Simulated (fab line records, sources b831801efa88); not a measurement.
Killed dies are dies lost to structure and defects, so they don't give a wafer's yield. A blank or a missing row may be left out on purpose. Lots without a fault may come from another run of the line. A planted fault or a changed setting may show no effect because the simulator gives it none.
Which tool did it? | flow gf180mcu | 13 lots, 39 wafers sampled, at 4 steps of a route of 602

WHAT THE GAUGES READ, wafer by wafer
GF_TOP_METAL_CD_MEAS_14: target cd 440 nm. Usual: cd_nm 439.7 nm, standard deviation 2.4.
lot  | measured     | on        | cd_nm (nm)        | flag
L445 | day 28 03:23 | cd_sem-02 | 441.7 441.6 442.0 |
L446 | day 29 01:38 | cd_sem-01 | 438.9 437.4 440.2 |
L447 | day 29 04:35 | cd_sem-02 | 439.9 440.6 437.9 |
L458 | day 31 18:05 | cd_sem-02 | 439.6 441.1 441.4 |
L461 | day 32 14:12 | cd_sem-01 | 441.1 443.3 441.9 |
L463 | day 33 04:49 | cd_sem-02 | 437.2 436.2 438.7 |
L464 | day 33 12:30 | cd_sem-01 | 439.8 436.3 440.5 |
L465 | day 33 15:00 | cd_sem-01 | 441.7 440.0 441.3 |
L466 | day 33 23:45 | cd_sem-02 | 438.6 439.5 439.2 |
L467 | day 34 00:18 | cd_sem-02 | 445.6 446.9 446.7 |
L468 | day 34 04:12 | cd_sem-01 | 437.5 436.3 438.7 |

WHICH TOOL RAN EACH LOT (tool, then ch and the chambers of the sampled wafers, then the start)
lot  | GF_MIM_SPUTTER_02            | GF_V5_CVD_23                  | GF_V5_CMP_26
L445 | pvd_sputter-01, day 24 10:38 | cvd_w-02 ch 0,1, day 27 06:12 | cmp-02 ch 0,1,3, day 27 06:35
L446 | pvd_sputter-02, day 25 11:50 | cvd_w-01 ch 0,1, day 28 05:16 | cmp-01 ch 0,1, day 28 05:36
L447 | pvd_sputter-02, day 25 14:41 | cvd_w-01 ch 0,1, day 28 08:30 | cmp-01 ch 0,2,3, day 28 08:47
L449 | pvd_sputter-01, day 26 03:38 | cvd_w-01 ch 0,1, day 28 20:17 | cmp-01 ch 1,2, day 28 20:51
L451 | pvd_sputter-01, day 26 08:31 | cvd_w-01 ch 0,1, day 29 00:17 | cmp-01 ch 0,2, day 29 00:38
L458 | pvd_sputter-01, day 28 12:04 | cvd_w-02 ch 0, day 30 23:17   | cmp-02 ch 0,1,2, day 30 23:45
L461 | pvd_sputter-01, day 29 11:29 | cvd_w-02 ch 0,1, day 31 20:49 | cmp-02 ch 1,2,3, day 31 21:10
L463 | pvd_sputter-02, day 30 05:20 | cvd_w-02 ch 0,1, day 32 12:14 | cmp-01 ch 1,2, day 32 12:37
L464 | pvd_sputter-02, day 30 12:41 | cvd_w-02 ch 1, day 32 19:37   | cmp-02 ch 0,1, day 32 19:54
L465 | pvd_sputter-02, day 30 17:19 | cvd_w-02 ch 0,1, day 32 22:31 | cmp-02 ch 0,1,3, day 32 22:51
L466 | pvd_sputter-02, day 31 02:35 | cvd_w-02 ch 1, day 33 07:41   | cmp-02 ch 0,1,2, day 33 08:01
L467 | pvd_sputter-04, day 31 02:51 | cvd_w-02 ch 0,1, day 33 08:26 | cmp-02 ch 0,1,2, day 33 08:46
L468 | pvd_sputter-04, day 31 08:47 | cvd_w-01 ch 0, day 33 12:43   | cmp-02 ch 1,2,3, day 33 13:06
- GF_MIM_SPUTTER_02: material AlCu, target thk 450 nm, time 23.9 s.
- GF_V5_CVD_23: deposits W, target thk 350 nm, time 104.9 s.
- GF_V5_CMP_26: polishes, stops on SiO2, t overpolish 15 s, target thk 0 nm.

WHAT THE TOOLS THEMSELVES READ (means of the sampled wafers that have a number; where no wafer has one, the mark that the record gives instead)
GF_MIM_SPUTTER_02. Usual: throttle_valve_pct 29.4 %, standard deviation 1.3.
lot  | tool           | throttle_valve_pct (%) | flag
L445 | pvd_sputter-01 | 28.5                   |
L446 | pvd_sputter-02 | 29.6                   |
L447 | pvd_sputter-02 | 29.6                   |
L449 | pvd_sputter-01 | 29.6                   |
L451 | pvd_sputter-01 | 29.3                   |
L458 | pvd_sputter-01 | 29.3                   |
L461 | pvd_sputter-01 | 28.3                   |
L463 | pvd_sputter-02 | 29.5                   |
L464 | pvd_sputter-02 | 28.4                   |
L465 | pvd_sputter-02 | 28.6                   |
L466 | pvd_sputter-02 | 28.5                   |
L467 | pvd_sputter-04 | 30.1                   |
L468 | pvd_sputter-04 | 30.6                   |

GF_V5_CVD_23. Usual: heater_power_w 809 W, standard deviation 140; susceptor_temp_C 400.01 C, standard deviation 0.2.
lot  | tool     | heater_power_w (W) | susceptor_temp_C (C) | flag
L445 | cvd_w-02 | 852                | 400.00               |
L446 | cvd_w-01 | 865                | 400.17               |
L447 | cvd_w-01 | 868                | 399.86               |
L449 | cvd_w-01 | 870                | 400.16               |
L451 | cvd_w-01 | 874                | 399.94               |
L458 | cvd_w-02 | 655                | 400.09               |
L461 | cvd_w-02 | 861                | 400.08               |
L463 | cvd_w-02 | 755                | 399.96               |
L464 | cvd_w-02 | 967                | 399.99               |
L465 | cvd_w-02 | 749                | 400.07               |
L466 | cvd_w-02 | 967                | 399.99               |
L467 | cvd_w-02 | 877                | 400.00               |
L468 | cvd_w-01 | 838                | 400.02               |

GF_V5_CMP_26. Usual: edge_zone_pressure_frac 1.001, standard deviation 0.0048; motor_current_A 11.7 A, standard deviation 1.7; overpolish_run_s 15.001 s, standard deviation 0.0097; retaining_ring_pressure_frac 1.000, standard deviation 0.0053; slurry_filter_dp_kPa 13.49 kPa, standard deviation 0.15; slurry_flow_ml_min 150.0, standard deviation 0.44; time_to_endpoint_s 85 s, standard deviation 5.1.
lot  | tool   | edge_zone_pressure_frac | motor_current_A (A) | overpolish_run_s (s) | retaining_ring_pressure_frac | slurry_filter_dp_kPa (kPa) | slurry_flow_ml_min | time_to_endpoint_s (s) | flag
L445 | cmp-02 | 0.997                   | 10.5                | 15.004               | 0.998                        | 13.48                      | 150.0              | 80                     |
L446 | cmp-01 | 1.000                   | 13.0                | 15.002               | 1.002                        | 13.55                      | 149.7              | 90                     |
L447 | cmp-01 | 0.998                   | 12.4                | 15.008               | 1.001                        | 13.61                      | 149.8              | 83                     |
L449 | cmp-01 | 0.998                   | 13.2                | 0.040                | 1.003                        | 13.60                      | 150.2              | 131                    | OFF
L451 | cmp-01 | 1.004                   | 12.5                | 0.044                | 1.002                        | 13.39                      | 150.1              | 131                    | OFF
L458 | cmp-02 | 0.998                   | 11.4                | 15.005               | 1.001                        | 13.46                      | 149.6              | 85                     |
L461 | cmp-02 | 1.002                   | 11.5                | 15.013               | 1.000                        | 13.51                      | 150.3              | 84                     |
L463 | cmp-01 | 0.998                   | 13.0                | 14.997               | 0.999                        | 13.47                      | 150.3              | 88                     |
L464 | cmp-02 | 0.999                   | 11.5                | 15.001               | 1.002                        | 13.49                      | 149.7              | 81                     |
L465 | cmp-02 | 1.004                   | 10.4                | 15.009               | 1.002                        | 13.60                      | 150.2              | 79                     |
L466 | cmp-02 | 0.997                   | 11.1                | 14.998               | 0.995                        | 13.39                      | 149.9              | 85                     |
L467 | cmp-02 | 1.004                   | 11.1                | 15.008               | 1.001                        | 13.53                      | 149.6              | 79                     |
L468 | cmp-02 | 0.996                   | 11.6                | 15.003               | 1.004                        | 13.43                      | 149.9              | 81                     |

THE ANSWER, worked out from the rows above alone
Rule: a lot is off if the mean of its wafers that have a number lies more than 3 standard deviations from the usual mean. A lot without any number at a reading at which 4 lots or more have one is off too. The other lots that the step has rows for count as sound. The gauges are gone through in route order, then the tools' own readings, and for those a lot's mean is taken as printed above. The first step at which some lot is off is used, and at that step the reading that is off furthest; a lot without a number counts as furthest.
Off: L449, L451, at GF_V5_CMP_26 (overpolish_run_s).
A tool fits if, at that step or a process step before it, it ran every lot that is off, and no sound lot after the first of them. None of those tried fits.

WHAT THE SIMULATOR HAD PUT IN
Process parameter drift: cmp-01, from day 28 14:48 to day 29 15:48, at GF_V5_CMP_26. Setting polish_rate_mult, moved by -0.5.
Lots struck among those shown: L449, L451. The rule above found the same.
